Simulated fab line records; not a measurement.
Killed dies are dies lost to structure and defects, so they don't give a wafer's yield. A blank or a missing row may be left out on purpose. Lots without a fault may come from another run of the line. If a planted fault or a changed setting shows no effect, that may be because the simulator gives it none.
fab line records	flow sky130
record: lots: 7	wafers: 21	lastDay: 50
route steps=708 shown POLY_GATE@213 RES_PROTECT@214
lots that met no fault: taken from a fault-free run of the same line
startH: hours from the record's opening day to when the first of the lot's shown wafers began	waitH: hours elapsed since this lot's preceding step	" same as the row above	L1.1+2: a row that stands for several wafers	- no value, or no start was given	* or withheld: withheld	< > ~ a bound
route shown NAME@n: a module of which the file shows steps, and the number in the route of the first	usual: mean and standard deviation over wafers with no fault	same: alike in all rows	chamber/n: place in a boat	sites: readings site by site	_std_site: standard deviation of those values	_edge_site: outer sites' mean less inner sites'	radiusMm: for every site, how far away it sits from the centre of the wafer	mask NAME#n: copy n	behind: the tool/chamber that last shaped the wafer	hold: what put the lot on hold/how long, in hours/how the hold closed	device: transistor that didn't switch, given as n, p or np	end of line: at the end of the route, the tests of the same wafers	step lacking rows: just its recipe	killed: the dies lost at the first sort to structure and to defects; this is not the yield of the wafer	map: dies across one wafer; x = killed, . = not, _ = none there
set.NAME: the run value of the setting; set.NAME@STEP: its run value at that earlier step	model.NAME: the simulator's own value behind a step, which no gauge read
a table for each step, a row for each wafer; lots at some steps of the route
services: from which hour (startH, from the record's first day; less than 0 if before it) a tool's chamber was out of use, for how many hours, and why
== steps ==
step: SKY_POLY_GATE_IMPLANT_02
recipe: species: P	energyKev: 30	doseCm2: 7.7e+15	tiltDeg: 0
step: SKY_RES_PROTECT_STRIP_07
recipe: chemistry: O2/N2	powerW: 1400	pressureMtorr: 1500	platenTempC: withheld	o2FlowSccm: 3000	n2FlowSccm: 300	overashFraction: 0.5
usual: drypumpMotorCurrentA: 6.1/0.64	n2FlowSccm: 299.9/0.85	oesProductAu: 0.517/0.0043	stripTimeToEndpointS: 23.32/0.038
same: overashFraction: 0.5
lot.wafer	tool	chamber	startH	waitH	drypumpMotorCurrentA	n2FlowSccm	oesProductAu	rfHoursCounterH	stripTimeToEndpointS
L523.1	plasmaAsher-04	1	367.14	0.1	6.4	301.3	0.517	65	23.28
L523.5	"	1	"	"	6.4	300.5	0.514	-	23.35
L523.6	"	0	"	"	6.4	299.7	0.518	-	23.30
L525.2	plasmaAsher-03	1	384.21	0.1	6.3	300.2	0.515	58	23.39
L525.4	"	1	"	"	6.3	300.2	0.521	-	23.38
L525.5	"	1	"	"	6.3	298.4	0.517	-	23.37
L528.2	plasmaAsher-04	1	405.81	0.1	6.5	297.9	0.510	69	23.33
L528.3	"	1	"	"	6.5	299.8	0.517	-	23.29
L528.4	"	0	"	"	6.4	298.9	0.512	-	23.29
L529.2	plasmaAsher-02	1	418.36	0.1	4.9	301.8	0.512	28	23.33
L529.4	"	1	"	"	4.9	300.8	0.519	-	23.35
L529.5	"	1	"	"	4.9	301.2	0.513	-	23.32
L530.1	plasmaAsher-03	0	425.15	0.1	6.1	300.2	0.515	62	23.34
L530.2	"	1	"	"	6.3	299.8	0.518	62	23.34
L530.3	"	0	"	"	6.1	300.4	0.515	-	23.33
L540.2	plasmaAsher-04	0	513.74	0.1	6.5	300.5	0.512	9	23.37
L540.3	"	0	"	"	6.4	300.4	0.525	-	23.31
L540.4	"	1	"	"	6.5	300.3	0.522	-	23.30
L542.3	plasmaAsher-02	1	528.08	0.1	4.9	299.1	0.510	-	23.27
L542.4	"	0	"	"	6.5	300.2	0.521	-	23.25
L542.6	"	1	"	"	4.9	299.8	0.523	-	23.30
step: SKY_RES_PROTECT_TW_MEAS_08
usual: POLY_GATE_TW: 4073/27
lot.wafer	tool	chamber	startH	waitH	POLY_GATE_TW
L523.1	filmMetro-03	-	367.24	0.1	4022
L523.5	"	-	"	"	4041
L523.6	"	-	"	"	4045
L525.2	filmMetro-03	-	384.32	0.1	4055
L525.4	"	-	"	"	4061
L525.5	"	-	"	"	4065
L528.2	filmMetro-01	-	405.92	0.1	3988
L528.3	"	-	"	"	4031
L528.4	"	-	"	"	4025
L529.2	filmMetro-02	-	418.47	0.1	4099
L529.4	"	-	"	"	4085
L529.5	"	-	"	"	4086
L530.1	filmMetro-02	-	425.25	0.1	4087
L530.2	"	-	"	"	4081
L530.3	"	-	"	"	4102
L540.2	filmMetro-03	-	513.85	0.1	4055
L540.3	"	-	"	"	4045
L540.4	"	-	"	"	4073
L542.3	filmMetro-02	-	528.16	0.1	4105
L542.4	"	-	"	"	4129
L542.6	"	-	"	"	4094
step: SKY_RES_PROTECT_CLEAN_09
recipe: chemistry: SC1/SC2	mix: 1:4:20	tempC: 70	timeS: 150	dry: n2Spin
step: SKY_POLY_GATE_CVD_03
recipe: material: Si3N4	precursor: DCS/NH3	targetThkNm: 75	tempC: 770	timeS: 1290	pressureMtorr: 250
step: SKY_POLY_GATE_THK_MEAS_04
recipe: reads: Si3N4_of_POLY_GATE_CVD_03
usual: POLY_GATE_CVD_03_THK: 74.9/0.68
lot.wafer	tool	chamber	startH	waitH	POLY_GATE_CVD_03_THK[nm]
L523.1	filmMetro-01	-	369.84	0.0	74.5
L523.5	"	-	"	"	73.6
L523.6	"	-	"	"	73.0
L525.2	filmMetro-01	-	388.00	0.0	76.8
L525.4	"	-	"	"	76.8
L525.5	"	-	"	"	76.5
L528.2	filmMetro-02	-	407.39	0.0	74.8
L528.3	"	-	"	"	75.0
L528.4	"	-	"	"	75.2
L529.2	filmMetro-01	-	420.30	0.0	74.7
L529.4	"	-	"	"	74.9
L529.5	"	-	"	"	75.0
L530.1	filmMetro-02	-	426.73	0.0	74.8
L530.2	"	-	"	"	74.6
L530.3	"	-	"	"	74.9
L540.2	filmMetro-02	-	515.98	0.0	75.4
L540.3	"	-	"	"	75.1
L540.4	"	-	"	"	74.5
L542.3	filmMetro-02	-	529.68	0.0	74.0
L542.4	"	-	"	"	74.2
L542.6	"	-	"	"	74.3
step: SKY_POLY_GATE_DEHYDRATE_05
recipe: tempC: 200	timeS: 60
step: SKY_POLY_GATE_HMDS_06
recipe: primeTimeS: 60	primeTempC: 120
step: SKY_POLY_GATE_COAT_07
recipe: resist: BARC	tempC: withheld	timeS: withheld	spinRpm: 3000	resistThkNm: 110
step: SKY_POLY_GATE_COAT_08
recipe: resist: KrF-thick	spinRpm: 3000	resistThkNm: 450
step: SKY_POLY_GATE_SOFTBAKE_09
recipe: tempC: 100	timeS: 90	resist: KrF-thick
step: SKY_POLY_GATE_EXPOSE_10
recipe: maskId: P1M	na: 0.68	sourceShape: conventional	sigmaOuter: 0.6	targetCdNm: 150	doseMj: 28
step: SKY_POLY_GATE_PEB_11
recipe: pebTempC: withheld	pebTimeS: withheld	resist: KrF-thick
usual: chillPlateTempC: *	exhaustPa: 45.0/0.82
lot.wafer	tool	chamber	startH	waitH	chillPlateTempC	exhaustPa
L523.1	lithoTrack-03	0	398	-	*	45.7
L523.5	"	0	"	"	*	44.7
L523.6	"	0	"	"	*	44.6
L525.2	lithoTrack-01	0	417	-	*	46.7
L525.4	"	0	"	"	*	44.3
L525.5	"	0	"	"	*	44.2
L528.2	lithoTrack-02	-	438	-	-	-
L528.3	"	-	"	"	-	-
L528.4	"	-	"	"	-	-
L529.2	lithoTrack-01	-	450	-	-	-
L529.4	"	-	451	-	-	-
L529.5	"	-	"	"	-	-
L530.1	lithoTrack-01	-	457	-	-	-
L530.2	"	-	"	"	-	-
L530.3	"	-	"	"	-	-
L540.2	lithoTrack-01	0	546	-	*	45.7
L540.3	"	0	"	"	*	45.0
L540.4	"	0	"	"	*	45.0
L542.3	lithoTrack-02	0	559	-	*	45.4
L542.4	"	0	"	"	*	45.0
L542.6	"	0	"	"	*	45.6
step: SKY_POLY_GATE_DEVELOP_12
recipe: developTimeS: 60	resist: KrF-thick	devTempC: 21
== services ==
tool	chamber	startH	hours	kind
plasmaAsher-04	-	385.59	1.0	repair
plasmaAsher-04	-	413.98	1.1	repair
plasmaAsher-02	-	417.11	0.5	repair
plasmaAsher-04	-	421.25	9.0	pm
plasmaAsher-04	0	421.25	9.0	ventCycle
plasmaAsher-04	1	421.25	9.0	ventCycle
plasmaAsher-04	0	430.25	-	clean
plasmaAsher-04	1	430.25	-	clean
== key ==
firstSign: step: SKY_POLY_GATE_PEB_11	reading: toolRecord	direction: missing
effect none on later readings
metAt SKY_POLY_GATE_PEB_11
struckWafers L528.2,L528.3,L528.4,L529.2,L529.4,L529.5,L530.1,L530.2,L530.3
laterRowsLeftOut L528.2,L528.3,L528.4,L529.2,L529.4,L529.5,L530.1,L530.2,L530.3
sortLeftOut L528.2,L528.3,L528.4,L529.2,L529.4,L529.5,L530.1,L530.2,L530.3
testerLeftOut L528,L529,L530
onsetBetween 417 438
fault: kind: skippedStepWhole	tool: lithoTrack-01,lithoTrack-02	chamber: -	onsetH: 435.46	steps: SKY_POLY_GATE_PEB_11	scope: struckLotsOnly
testerLeftOut: of these lots the tester's yield and bins aren't shown, on N5 and GAA mostly nor the transistor test; their killed dies are dies lost to structure and defects alone, not to doping, threshold or leakage, so they don't give the yield
sortLeftOut: the simulated sort isn't trusted on such a fault, so these wafers' sort isn't shown, and their yield isn't known
laterRowsLeftOut: the simulator's readings of these wafers behind a module that went badly wrong aren't trusted and aren't shown, but for the sort
